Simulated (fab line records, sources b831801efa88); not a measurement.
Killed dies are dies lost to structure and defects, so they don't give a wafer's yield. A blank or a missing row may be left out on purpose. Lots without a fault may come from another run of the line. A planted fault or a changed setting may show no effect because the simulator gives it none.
fab line records | flow sfq_line
record lots=14 wafers=42 last_day=92
route steps=325 shown M1@68 I2@113 I4@164
lots that met no fault: from a run of the same line without faults
start_h: hours from the record's first day to the start of the lot's first wafer shown | wait_h: hours since the lot's step before | " the same as in the row above | L1.1+2: a row that stands for several wafers | - no value, or no start given | * or withheld: withheld | < > ~ a bound
route shown NAME@n: a module of which the file shows steps, and the number in the route of the first | usual: mean/standard deviation of fault-free wafers | same: alike in all rows | chamber/n: place in a boat | sites: the reading at each site | _std_site: their standard deviation | _edge_site: outer sites' mean less inner sites' | radius_mm: how far each site lies from the wafer's centre | mask NAME#n: copy n | behind: the tool/chamber that last shaped the wafer | hold: why the lot was held/for how many hours/how that ended | device: the transistor (n, p or np) that didn't switch | end of line: the same wafers' tests at the end of the route | a step without rows: its recipe alone | killed: dies lost to structure and defects at the first sort, not the wafer's yield | map: a wafer's dies, x killed, . not, _ none there
set.NAME: the setting as run; set.NAME@STEP: as run at that earlier step | model.NAME: the simulator's own value behind a step, which no gauge read
steps of the route over a sample of lots; a table a step, a row a wafer
services: from which hour (start_h, from the record's first day; less than 0 if before it) a tool's chamber was out of use, for how many hours, and why
## steps
# step SFQ_M1_OVL_MEAS_911
# usual M1_OVL=0/5
# columns lot.wafer tool chamber start_h wait_h M1_OVL[nm]
L917.1 overlay-01 - 527.07 0.1 -3
L917.3 " - " " 1
L917.6 " - " " 4
L918.2 overlay-02 - 531.88 0.1 2
L918.3 " - " " 2
L918.4 " - " " -3
L919.2 overlay-02 - 536.68 0.1 3
L919.3 " - " " 6
L919.5 " - " " 5
L922.1 overlay-01 - 577.84 0.1 2
L922.2 " - " " -4
L922.6 " - " " 2
L929.1 overlay-01 - 618.21 0.1 2
L929.3 " - " " 1
L929.4 " - " " 9
L930.3 overlay-01 - 619.42 0.1 -3
L930.4 " - " " -1
L930.6 " - " " -9
L931.1 overlay-01 - 623.14 0.1 -9
L931.3 " - " " -2
L931.5 " - " " -6
L934.1 overlay-01 - 630.34 0.1 -5
L934.3 " - " " 6
L934.6 " - " " 1
L935.1 overlay-02 - 631.54 0.1 2
L935.3 " - " " 0
L935.5 " - " " 2
L936.1 overlay-01 - 632.74 0.1 4
L936.4 " - " " 3
L936.5 " - " " 6
L937.1 overlay-02 - 633.94 0.1 -8
L937.3 " - " " -7
L937.6 " - " " -9
L938.2 overlay-01 - 635.14 0.1 5
L938.3 " - " " 2
L938.4 " - " " -6
L939.1 overlay-01 - 637.54 0.1 -1
L939.3 " - " " -1
L939.4 " - " " -2
L940.2 overlay-02 - 641.14 0.1 3
L940.5 " - " " 0
L940.6 " - " " -2
# step SFQ_TRILAYER_M1_STRIP_STRIP_043
# recipe gas=O2 power_w=200 platen_temp_c=40 overash_fraction=0.65 chemistry=O2 pressure_mtorr=50
# usual drypump_motor_current_A=6.1/0.49 oes_product_au=1.000/0.008
# columns lot.wafer tool chamber start_h wait_h drypump_motor_current_A oes_product_au rf_hours_counter_h
L917.1 rie_metal-04 1 527.29 0.1 5.2 1.006 75
L917.3 " 1 " " 5.2 1.014 -
L917.6 " 1 " " 5.2 1.005 -
L918.2 rie_metal-04 0 532.09 0.1 6.4 0.998 83
L918.3 " 1 " " 5.2 1.011 -
L918.4 " 0 " " 6.4 0.997 -
L919.2 rie_metal-03 0 536.89 0.1 6.6 0.990 83
L919.3 " 1 " " 5.7 0.992 -
L919.5 " 0 " " 6.6 0.980 -
L922.1 rie_metal-03 1 578.06 0.1 5.8 1.006 82
L922.2 " 0 " " 6.6 0.989 89
L922.6 " 0 " " 6.6 0.989 -
L929.1 rie_metal-04 0 618.43 0.1 6.4 1.001 95
L929.3 " 1 " " 5.2 0.995 -
L929.4 " 0 " " 6.3 0.990 -
L930.3 rie_metal-02 0 619.83 0.2 6.2 1.010 -
L930.4 " 1 " " 5.9 1.010 -
L930.6 " 0 " " 6.3 1.004 -
L931.1 rie_metal-02 1 623.36 0.1 5.9 1.004 71
L931.3 " 1 " " 5.9 0.997 -
L931.5 " 0 " " 6.2 1.009 -
L934.1 rie_metal-02 1 630.56 0.1 5.9 1.003 72
L934.3 " 1 " " 5.9 1.018 -
L934.6 " 1 " " 5.9 1.002 -
L935.1 rie_metal-04 0 631.76 0.1 6.4 1.007 97
L935.3 " 0 " " 6.4 1.001 -
L935.5 " 1 " " 5.2 1.003 -
L936.1 rie_metal-03 0 633.14 0.2 6.6 1.001 98
L936.4 " 0 " " 6.6 1.004 -
L936.5 " 0 " " 6.6 0.996 -
L937.1 rie_metal-02 1 634.16 0.1 5.9 1.005 72
L937.3 " 0 " " 6.2 1.011 -
L937.6 " 0 " " 6.2 1.005 -
L938.2 rie_metal-04 0 635.36 0.1 6.4 1.007 97
L938.3 " 1 " " 5.1 0.997 -
L938.4 " 0 " " 6.4 1.003 -
L939.1 rie_metal-02 0 637.76 0.1 6.3 1.007 128
L939.3 " 1 " " 5.9 0.999 -
L939.4 " 0 " " 6.3 1.006 -
L940.2 rie_metal-03 0 641.74 0.4 6.6 1.021 -
L940.5 " 0 " " 6.6 1.006 -
L940.6 " 0 " " 6.6 1.000 -
# step SFQ_I2_OVL_MEAS_918
# usual I2_OVL=2/5.7
# columns lot.wafer tool chamber start_h wait_h I2_OVL[nm]
L917.1 overlay-02 - 999.19 0.1 -6
L917.3 " - " " -5
L917.6 " - " " -7
L918.2 overlay-01 - 1005.19 0.1 6
L918.3 " - " " 12
L918.4 " - " " 7
L919.2 overlay-02 - 1006.39 0.1 -6
L919.3 " - " " -6
L919.5 " - " " -6
L922.1 overlay-02 - 1048.51 0.1 6
L922.2 " - " " 12
L922.6 " - " " 12
L929.1 overlay-01 - 1086.99 0.1 1
L929.3 " - " " 0
L929.4 " - " " -2
L930.3 overlay-02 - 1088.21 0.1 2
L930.4 " - " " 1
L930.6 " - " " 1
L931.1 overlay-02 - 1090.59 0.1 10
L931.3 " - " " 5
L931.5 " - " " 4
L934.1 overlay-01 - 1096.59 0.1 2
L934.3 " - " " 3
L934.6 " - " " 5
L935.1 overlay-01 - 1101.62 0.1 8
L935.3 " - " " 8
L935.5 " - " " 10
L936.1 overlay-01 - 1104.02 0.1 13
L936.4 " - " " 10
L936.5 " - " " 10
L937.1 overlay-02 - 1105.22 0.1 1
L937.3 " - " " 1
L937.6 " - " " 3
L938.2 overlay-01 - 1106.42 0.1 7
L938.3 " - " " 1
L938.4 " - " " 6
L939.1 overlay-02 - 1107.62 0.1 1
L939.3 " - " " 1
L939.4 " - " " -2
L940.2 overlay-01 - 1112.42 0.1 -5
L940.5 " - " " 1
L940.6 " - " " -2
# step SFQ_TRILAYER_I4_CMP_CMP_100
# recipe material=SiO2 down_force_psi=3 platen_rpm=60 pad_velocity_m_s=0.94248
# usual edge_zone_pressure_frac=1.000/0.0047 motor_current_A=10.4/1.4 slurry_flow_ml_min=149.9/0.49 time_to_endpoint_s=213/7.6
# columns lot.wafer tool chamber start_h wait_h edge_zone_pressure_frac motor_current_A slurry_flow_ml_min time_to_endpoint_s
L917.3 cmp-01 1 1185.30 10.4 1.005 10.9 150.2 212
L917.1 " 2 " " 1.005 10.0 149.6 209
L917.6 " 1 1187.30 12.4 1.000 11.1 149.6 217
L918.4 cmp-01 3 1187.80 10.5 1.001 9.9 149.6 202
L918.2 " 0 " " 0.997 9.5 149.1 204
L918.3 " 1 " " 1.003 10.7 149.2 210
L919.2 cmp-02 0 1189.49 10.9 0.993 9.1 149.9 206
L919.3 " 3 1190.99 12.4 0.994 10.3 149.9 209
L919.5 " 0 " " 1.004 8.6 150.4 228
L922.2 cmp-01 1 1220.80 8.7 1.000 10.9 149.2 208
L922.1 " 0 1222.30 10.2 1.002 9.8 149.0 209
L922.6 " 2 1223.30 11.1 0.998 10.3 150.3 222
L929.4 cmp-01 2 1469.42 0.6 1.003 9.5 149.7 222
L929.1 " 3 " " 1.005 10.0 149.8 207
L929.3 " 0 " " 0.993 10.2 150.9 205
L930.4 cmp-01 0 1472.46 0.0 1.006 9.6 149.7 210
L930.3 " 1 " " 1.004 10.7 150.9 220
L930.6 " 0 1474.46 2.0 0.998 9.8 150.0 213
L931.3 cmp-01 0 1475.96 1.2 0.998 10.0 149.3 208
L931.1 " 1 " " 0.999 10.3 150.0 214
L931.5 " 3 1477.46 2.6 1.009 9.6 150.2 207
L934.3 cmp-01 0 1481.96 1.2 0.999 9.9 150.4 199
L934.1 " 2 1482.96 2.2 1.002 9.5 150.1 204
L934.6 " 0 1483.96 3.1 0.999 9.4 149.1 204
L935.1 cmp-01 0 1484.46 0.5 0.997 10.0 149.3 191
L935.3 " 2 1485.46 1.5 1.002 9.9 149.6 207
L935.5 " 0 1486.46 2.5 0.993 10.3 150.8 211
L936.4 cmp-02 3 1488.05 2.4 1.008 10.1 150.6 222
L936.1 " 0 " " 1.001 9.4 149.8 222
L936.5 " 1 " " 1.009 13.1 150.1 225
L937.1 cmp-01 0 1488.52 0.5 1.004 10.3 149.9 209
L937.3 " 2 1489.52 1.5 0.999 9.8 149.4 215
L937.6 " 3 " " 1.000 9.5 150.1 205
L938.2 cmp-02 2 1493.42 0.6 0.994 10.5 149.9 206
L938.3 " 3 " " 0.998 10.7 149.7 206
L938.4 " 0 " " 1.003 9.0 150.3 210
L939.4 cmp-02 2 1496.42 2.4 0.993 10.3 149.7 215
L939.3 " 3 " " 0.994 10.0 150.1 209
L939.1 " 0 " " 0.998 9.1 150.6 209
L940.2 cmp-02 3 1500.42 4.0 1.003 10.1 151.0 207
L940.5 " 1 1501.42 5.0 1.003 14.1 149.9 216
L940.6 " 2 " " 1.003 10.1 150.2 215
# step SFQ_I4_BOW_MEAS_927
# recipe mode=bow
# usual I4_BOW=5/9.7
# columns lot.wafer tool chamber start_h wait_h I4_BOW[um]
L917.1 film_metro-02 - 1187.80 1.5 2
L917.3 " - " " 4
L917.6 " - " " -4
L918.2 film_metro-02 - 1190.82 2.0 5
L918.3 " - " " -10
L918.4 " - " " 3
L918.2 film_metro-02 - 1192.14 1.3 -
L918.3 " - " " -
L918.4 " - " " -
L919.2 film_metro-04 - 1192.51 2.5 9
L919.3 " - " " 10
L919.5 " - " " 9
L922.1 film_metro-03 - 1223.80 1.0 11
L922.2 " - " " 4
L922.6 " - " " 2
L922.1 film_metro-03 - 1225.12 1.3 -
L922.2 " - " " -
L922.6 " - " " -
L929.1 film_metro-03 - 1472.42 2.0 2
L929.3 " - " " 0
L929.4 " - " " 10
L930.3 film_metro-03 - 1475.50 2.0 -8
L930.4 " - " " -4
L930.6 " - " " -5
L931.1 film_metro-02 - 1478.46 1.5 9
L931.3 " - " " 7
L931.5 " - " " 21
L934.1 film_metro-03 - 1484.46 1.0 11
L934.3 " - " " 13
L934.6 " - " " 12
L935.1 film_metro-03 - 1487.46 2.5 30
L935.3 " - " " 26
L935.5 " - " " 24
L936.1 film_metro-02 - 1490.05 1.0 4
L936.4 " - " " 7
L936.5 " - " " 15
L937.1 film_metro-04 - 1491.02 2.0 9
L937.3 " - " " 10
L937.6 " - " " 1
L938.2 film_metro-04 - 1496.44 2.5 6
L938.3 " - " " 2
L938.4 " - " " 0
L939.1 film_metro-02 - 1499.42 1.5 6
L939.3 " - " " 1
L939.4 " - " " -6
L940.2 film_metro-02 - 1502.44 1.5 14
L940.5 " - " " 5
L940.6 " - " " 1
# step SFQ_TRILAYER_I4_METRO_MEASURE_101
# usual thk_nm=199.4/1.1
# columns lot.wafer tool chamber start_h wait_h thk_nm
L917.1 film_metro-02 - 1187.92 0.1 201.0
L917.3 " - " " 200.0
L917.6 " - " " 200.9
L919.2 film_metro-04 - 1192.81 0.3 200.1
L919.3 " - " " 198.7
L919.5 " - " " 199.9
L918.2 film_metro-02 - 1197.24 5.1 200.0
L918.3 " - " " 221.7
L918.4 " - " " 199.1
L918.2 film_metro-02 - 1198.61 1.2 200.0
L918.3 " - " " 221.9
L918.4 " - " " 199.2
L922.1 film_metro-03 - 1228.64 3.5 199.2
L922.2 " - " " 221.6
L922.6 " - " " 200.8
L922.1 film_metro-03 - 1230.00 1.2 199.5
L922.2 " - " " 221.4
L922.6 " - " " 201.0
L929.1 film_metro-03 - 1472.54 0.1 196.8
L929.3 " - " " 198.5
L929.4 " - " " 198.2
L930.3 film_metro-03 - 1475.98 0.5 199.8
L930.4 " - " " 199.0
L930.6 " - " " 198.7
L931.1 film_metro-02 - 1478.58 0.1 200.5
L931.3 " - " " 199.2
L931.5 " - " " 197.6
L934.1 film_metro-03 - 1484.58 0.1 199.4
L934.3 " - " " 198.1
L934.6 " - " " 198.7
L935.1 film_metro-03 - 1487.58 0.1 198.8
L935.3 " - " " 199.2
L935.5 " - " " 197.9
L936.1 film_metro-02 - 1490.17 0.1 199.2
L936.4 " - " " 196.8
L936.5 " - " " 200.8
L937.1 film_metro-04 - 1491.14 0.1 197.7
L937.3 " - " " 199.6
L937.6 " - " " 196.8
L938.2 film_metro-04 - 1496.74 0.3 200.8
L938.3 " - " " 198.4
L938.4 " - " " 199.5
L939.1 film_metro-02 - 1499.54 0.1 198.3
L939.3 " - " " 199.1
L939.4 " - " " 199.2
L940.2 film_metro-02 - 1502.74 0.3 198.4
L940.5 " - " " 200.2
L940.6 " - " " 199.7
# step SFQ_TRILAYER_I4_VIA_ETCH_VIA_ETCH_106
# recipe target=SiO2 stop_on=Nb mask_material=PR taper_deg=20 chemistry=CHF3 target_depth_nm=260 source_w=500 bias_w=80 pressure_mtorr=30 time_s=withheld
# usual drypump_motor_current_A=5.6/0.46 oes_product_au=0.853/0.0054
# columns lot.wafer tool chamber start_h wait_h drypump_motor_current_A oes_product_au
L917.1 rie_diel-04 0 1193.27 0.0 5.7 0.853
L917.3 " 2 " " 5.3 0.850
L917.6 " 2 " " 5.3 0.858
L918.2 rie_diel-02 3 1206.43 0.0 5.8 0.853
L918.3 " 1 " " 5.0 0.909
L918.4 " 0 " " 5.5 0.849
L919.2 rie_diel-02 3 1305.61 0.0 5.8 0.858
L919.3 " 0 " " 5.5 0.846
L919.5 " 3 " " 5.8 0.853
L922.1 rie_diel-04 0 1333.21 0.0 5.7 0.847
L922.2 " 2 " " 5.3 0.910
L922.6 " 3 " " 6.1 0.860
L929.1 rie_diel-02 2 1483.97 0.0 5.0 0.845
L929.3 " 0 " " 5.5 0.851
L929.4 " 3 " " 5.9 0.856
L930.3 rie_diel-01 1 1485.17 0.0 5.5 0.860
L930.4 " 0 " " 5.6 0.851
L930.6 " 1 " " 5.5 0.860
L931.1 rie_diel-04 2 1486.37 0.0 5.3 0.855
L931.3 " 0 " " 5.7 0.852
L931.5 " 2 " " 5.3 0.846
L934.1 rie_diel-02 1 1494.77 0.0 5.0 0.854
L934.3 " 0 " " 5.5 0.842
L934.6 " 3 " " 5.8 0.854
L935.1 rie_diel-02 1 1499.57 0.0 5.0 0.857
L935.3 " 3 " " 5.8 0.847
L935.5 " 1 " " 5.0 0.853
L936.1 rie_diel-01 1 1504.37 0.0 5.6 0.848
L936.4 " 0 " " 5.7 0.845
L936.5 " 3 " " 5.3 0.858
L937.1 rie_diel-04 1 1505.57 0.0 5.4 0.847
L937.3 " 2 " " 5.3 0.857
L937.6 " 1 " " 5.4 0.840
L938.2 rie_diel-04 2 1509.17 0.0 5.3 0.857
L938.3 " 3 " " 6.1 0.850
L938.4 " 0 " " 5.7 0.856
L939.1 rie_diel-01 3 1513.31 0.0 5.3 0.856
L939.3 " 1 " " 5.5 0.851
L939.4 " 1 " " 5.5 0.850
L940.2 rie_diel-02 2 1520.51 0.0 5.0 0.845
L940.5 " 2 " " 5.0 0.859
L940.6 " 1 " " 5.0 0.854
## services
# columns tool chamber start_h hours kind
film_metro-02 - 506.78 6.5 pm
cmp-01 - 543.16 2.0 repair
cmp-01 - 563.00 7.4 pm
film_metro-02 - 563.41 1.6 pm
cmp-01 - 567.55 2.3 repair
cmp-01 - 573.42 5.6 pm
cmp-01 - 579.01 4.0 pm
film_metro-02 - 617.34 0.8 pm
film_metro-02 - 677.38 0.3 pm
cmp-01 - 725.82 2.9 repair
cmp-01 - 761.89 0.6 repair
cmp-01 - 919.01 4.0 pm
cmp-01 - 1016.66 2.3 repair
cmp-01 - 1053.41 4.4 repair
cmp-01 - 1078.10 1.7 repair
cmp-01 - 1140.17 0.2 repair
cmp-01 - 1229.80 6.1 pm
cmp-01 - 1259.93 4.0 pm
cmp-01 - 1275.06 1.0 repair
cmp-01 - 1300.11 7.6 pm
cmp-01 - 1386.71 0.4 repair
cmp-01 - 1404.19 8.9 pm
cmp-01 - 1451.38 1.2 repair
cmp-01 - 1455.83 0.2 repair
## key
first_sign step=SFQ_I4_BOW_MEAS_927 reading=visit direction=added
effect step=SFQ_TRILAYER_I4_METRO_MEASURE_101 reading=visit direction=added
effect step=SFQ_TRILAYER_I4_METRO_MEASURE_101 reading=thk_nm direction=up sigmas=20 usual=199.4 struck=221.7
effect step=SFQ_TRILAYER_I4_VIA_ETCH_VIA_ETCH_106 reading=oes_product_au direction=up sigmas=11 usual=0.853 struck=0.909
met_at SFQ_TRILAYER_I4_CMP_CMP_100
struck_lots L918,L922
struck_wafers L918.3,L922.2
not_acting_at SFQ_M1_OVL_MEAS_911,SFQ_TRILAYER_M1_STRIP_STRIP_043,SFQ_I2_OVL_MEAS_918
fault kind=process_parameter_drift tool=cmp-01 chamber=1 onset_h=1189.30 steps=SFQ_TRILAYER_I4_CMP_CMP_100 channel=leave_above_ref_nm offset=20 shape=step end_h=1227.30 acts_in=these_recipes_only stated=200
